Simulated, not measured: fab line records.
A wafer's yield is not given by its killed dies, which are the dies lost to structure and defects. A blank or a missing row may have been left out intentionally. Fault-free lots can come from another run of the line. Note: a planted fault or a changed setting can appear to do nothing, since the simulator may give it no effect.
Comparing a struck lot with a sound one	flow sky130	35 steps out of a route of 708
Sound: wafers L447.2, L447.4, L447.5. Wafers struck: L465.1, L465.5, L465.6. The cause comes at the end.
Order at every step that has rows: each side's tool, ch and its chambers, its first start. Under that, the readings that differ: sound wafers	struck wafers	difference of the means	sigmas: that difference in standard deviations of wafers without a fault.
alike: readings with means less than 2 such deviations apart, plus words and numbers identical on both sides. not compared: withheld readings, readings lacking a value on some wafer, bounds such as >300 that could conceal the same value, and numbers that have no deviation in the record and whose values overlap.
Wherever a step has rows on one side only, a row that says differs or no value, or a row with sigmas, the two part there. Numbers that don't overlap but have no deviation are shown without sigmas and don't part them. A reading that every wafer of one side lacks parts them only if that side has two wafers or more.

first, 10 steps without rows for these wafers: SKY_CONTACT_ETCH_18 (etches Si3N4 in CHF3/O2, stops on TiN, time 39 s, target depth 75 nm); SKY_CONTACT_STRIP_19 (strips in O2/N2); SKY_CONTACT_STRIP_20 (strips in post etch residue remover, time 1200 s); SKY_CONTACT_CLEAN_21 (cleans in IPA, time 180 s); SKY_CONTACT_CLEAN_22 (cleans in O3/DIW); SKY_CONTACT_SPUTTER_23 (material TiN, target thk 20 nm, time 80 s); SKY_CONTACT_CVD_24 (deposits W, target thk 340 nm, time 102.12 s); SKY_CONTACT_CMP_27 (polishes, stops on SiO2, t overpolish 15 s, target thk 0 nm); SKY_METAL1_SPUTTER_00 (material Ti, target thk 15 nm, time 10 s); SKY_METAL1_SPUTTER_01 (material TiN, target thk 20 nm, time 16.7 s).
SKY_METAL1_SPUTTER_02: material AlCu, target thk 250 nm, time 13.3 s.
  sound on pvdSputter-02 at day 31 15:37; struck on pvdSputter-01 at day 37 16:47
  alike: chamberPressurePa, throttleValvePct
then, 23 steps without rows for these wafers: SKY_METAL1_SPUTTER_03 (material Ti, target thk 5 nm, time 3.3 s); SKY_METAL1_SPUTTER_04 (material TiN, target thk 70 nm, time 58.3 s); SKY_METAL1_DEHYDRATE_07 (time 60 s); SKY_METAL1_HMDS_08 (prime time 60 s); SKY_METAL1_COAT_09 (resist thk 60 nm); SKY_METAL1_COAT_10 (resist thk 450 nm); SKY_METAL1_SOFTBAKE_11 (time 90 s); SKY_METAL1_EXPOSE_12 (exposes mask MM1, target cd 140 nm); SKY_METAL1_PEB_13; SKY_METAL1_DEVELOP_14 (develop time 60 s); SKY_METAL1_DESCUM_17 (chemistry O2, time 8 s); SKY_METAL1_ETCH_18 (etches BARC in N2/H2, stops on SiO2, time 45.9 s, target depth 60 nm); SKY_METAL1_METAL_ETCH_19 (etches the open film in Cl2/BCl3, stops on SiO2, target depth 360 nm, time 78 s); SKY_METAL1_STRIP_20 (strips in O2/N2); SKY_METAL1_STRIP_21 (strips in post etch residue remover, time 1200 s); SKY_METAL1_CLEAN_22 (cleans in IPA, time 180 s); SKY_METAL1_CLEAN_23 (cleans in O3/DIW); SKY_VIA1_HDPCVD_00 (deposits SiO2, target thk 1030 nm, time 171.7 s); SKY_VIA1_CMP_02 (polishes SiO2); SKY_VIA1_DEHYDRATE_04 (time 60 s); SKY_VIA1_HMDS_05 (prime time 60 s); SKY_VIA1_COAT_06 (resist thk 60 nm); SKY_VIA1_COAT_07 (resist thk 450 nm).
-- the record jumps here: 12 days lie between the struck wafers' starts before and after (it left off in module VIA1 and takes up again in module PAD_OPEN, whose first step shown is number 708 of the route) --
SKY_PAD_OPEN_PROBE_99:
  rows exist in the record for the struck wafers here (prober-01, day 50 04:29), but not for the sound ones

== WHERE THEY PART ==
SKY_PAD_OPEN_PROBE_99 only, going by this record.

WHY: what had been put in by the simulator
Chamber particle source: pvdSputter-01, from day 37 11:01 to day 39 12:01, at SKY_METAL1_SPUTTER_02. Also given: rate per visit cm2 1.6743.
